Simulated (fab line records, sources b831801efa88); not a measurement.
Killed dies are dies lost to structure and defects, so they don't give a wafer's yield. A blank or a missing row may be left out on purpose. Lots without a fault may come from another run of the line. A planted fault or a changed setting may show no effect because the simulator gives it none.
Tool commonality check | flow sfq_line | 15 lots, 45 wafers sampled

WHY IT WAS OPENED
At SFQ_M6_RS_MEAS_938 the reading M6_NB_RS is flagged on 3 of 15 lots. Wafers without a fault read 0.889 ohm/sq, standard deviation 0.0093.
Rule: a lot is flagged when every wafer of it that has a number lies more than 4 standard deviations from that mean, or none has a number. The other lots count as sound.

lot  | measured     | on            | M6_NB_RS (ohm/sq), wafer by wafer | flag
L321 | day 66 14:47 | film_metro-01 | 0.891 0.900 0.899                 |
L324 | day 69 15:12 | film_metro-02 | 0.884 0.890 0.896                 |
L325 | day 72 13:50 | film_metro-01 | 0.439 0.440 0.438                 | FLAGGED
L326 | day 72 15:22 | film_metro-04 | 0.892 0.884 0.877                 |
L328 | day 73 02:10 | film_metro-04 | 0.886 0.874 0.877                 |
L329 | day 73 13:13 | film_metro-01 | 0.438 0.437 0.439                 | FLAGGED
L330 | day 74 04:40 | film_metro-02 | 0.881 0.886 0.890                 |
L332 | day 75 10:59 | film_metro-02 | 0.441 0.437 0.438                 | FLAGGED
L334 | day 75 21:29 | film_metro-04 | 0.904 0.889 0.895                 |
L335 | day 76 07:16 | film_metro-04 | 0.905 0.892 0.904                 |
L336 | day 76 10:41 | film_metro-02 | 0.888 0.877 0.889                 |
L338 | day 77 04:04 | film_metro-04 | 0.887 0.893 0.890                 |
L340 | day 77 13:24 | film_metro-02 | 0.896 0.899 0.896                 |
L341 | day 77 15:47 | film_metro-01 | 0.889 0.879 0.879                 |
L344 | day 78 10:23 | film_metro-02 | 0.890 0.882 0.891                 |
The numbers of the flagged lots are 0.439 ohm/sq on average: -0.450 ohm/sq against the usual, or -48 standard deviations.

WHICH TOOL RAN EACH LOT
The record holds 2 process steps before the reading, out of a route of 325 steps. In each cell: the tool, then ch and the chambers that the sampled wafers went through, then the start.
lot  | flag    | SFQ_TRILAYER_R5_BARC_OPEN_METAL_ETCH_177 | SFQ_TRILAYER_M6_DEP_SPUTTER_157
L321 |         | rie_metal-03 ch 0,1, day 60 12:44        | pvd_sputter-04, day 66 14:40
L324 |         | rie_metal-04 ch 0,1, day 60 18:44        | pvd_sputter-04, day 69 15:05
L325 | FLAGGED | rie_metal-02 ch 0,1, day 60 19:57        | pvd_sputter-05, day 72 13:27
L326 |         | rie_metal-03 ch 0,1, day 60 21:08        | pvd_sputter-03, day 72 15:15
L328 |         | rie_metal-02 ch 0,1, day 61 21:16        | pvd_sputter-05, day 73 02:04
L329 | FLAGGED | rie_metal-03 ch 0,1, day 62 12:52        | pvd_sputter-04, day 73 12:51
L330 |         | rie_metal-02 ch 0,1, day 63 12:52        | pvd_sputter-05, day 74 04:35
L332 | FLAGGED | rie_metal-02 ch 0,1, day 64 22:21        | pvd_sputter-05, day 75 10:35
L334 |         | rie_metal-04 ch 0,1, day 65 13:56        | pvd_sputter-03, day 75 21:23
L335 |         | rie_metal-02 ch 0,1, day 65 18:44        | pvd_sputter-04, day 76 07:09
L336 |         | rie_metal-02 ch 0,1, day 65 22:20        | pvd_sputter-04, day 76 10:35
L338 |         | rie_metal-03 ch 0,1, day 66 11:32        | pvd_sputter-04, day 77 03:59
L340 |         | rie_metal-04 ch 0,1, day 66 23:39        | pvd_sputter-04, day 77 13:17
L341 |         | rie_metal-03 ch 0,1, day 67 00:51        | pvd_sputter-05, day 77 15:41
L344 |         | rie_metal-04 ch 1, day 67 23:39          | pvd_sputter-03, day 78 10:17
What these steps do:
- SFQ_TRILAYER_R5_BARC_OPEN_METAL_ETCH_177: etches BARC in O2, target depth 125 nm, time 41.7 s.
- SFQ_TRILAYER_M6_DEP_SPUTTER_157: material Nb, target thk 200 nm, time 133.3 s.
- SFQ_M6_RS_MEAS_938: measures by four-point-probe.

FLAGGED OVER TOTAL, TOOL BY TOOL (the gauges that took the reading come last)
step                                     | tool           | lots run | flagged | share of the flagged lots | sound lots run after its first flagged lot
SFQ_TRILAYER_R5_BARC_OPEN_METAL_ETCH_177 | rie_metal-02   | 6        | 2       | some                      | 4 (L328,L330,L335,L336)
SFQ_TRILAYER_R5_BARC_OPEN_METAL_ETCH_177 | rie_metal-03   | 5        | 1       | some                      | 2 (L338,L341)
SFQ_TRILAYER_R5_BARC_OPEN_METAL_ETCH_177 | rie_metal-04   | 4        | 0       | none                      | -
SFQ_TRILAYER_M6_DEP_SPUTTER_157          | pvd_sputter-03 | 3        | 0       | none                      | -
SFQ_TRILAYER_M6_DEP_SPUTTER_157          | pvd_sputter-04 | 7        | 1       | some                      | 4 (L335,L336,L338,L340)
SFQ_TRILAYER_M6_DEP_SPUTTER_157          | pvd_sputter-05 | 5        | 2       | some                      | 3 (L328,L330,L341)
SFQ_M6_RS_MEAS_938                       | film_metro-01  | 4        | 2       | some                      | 1 (L341)
SFQ_M6_RS_MEAS_938                       | film_metro-02  | 6        | 1       | some                      | 3 (L336,L340,L344)
SFQ_M6_RS_MEAS_938                       | film_metro-04  | 5        | 0       | none                      | -

WHAT THE TABLE ALLOWS
No row of the table ran every flagged lot.

WHAT THE SIMULATOR HAD PUT IN
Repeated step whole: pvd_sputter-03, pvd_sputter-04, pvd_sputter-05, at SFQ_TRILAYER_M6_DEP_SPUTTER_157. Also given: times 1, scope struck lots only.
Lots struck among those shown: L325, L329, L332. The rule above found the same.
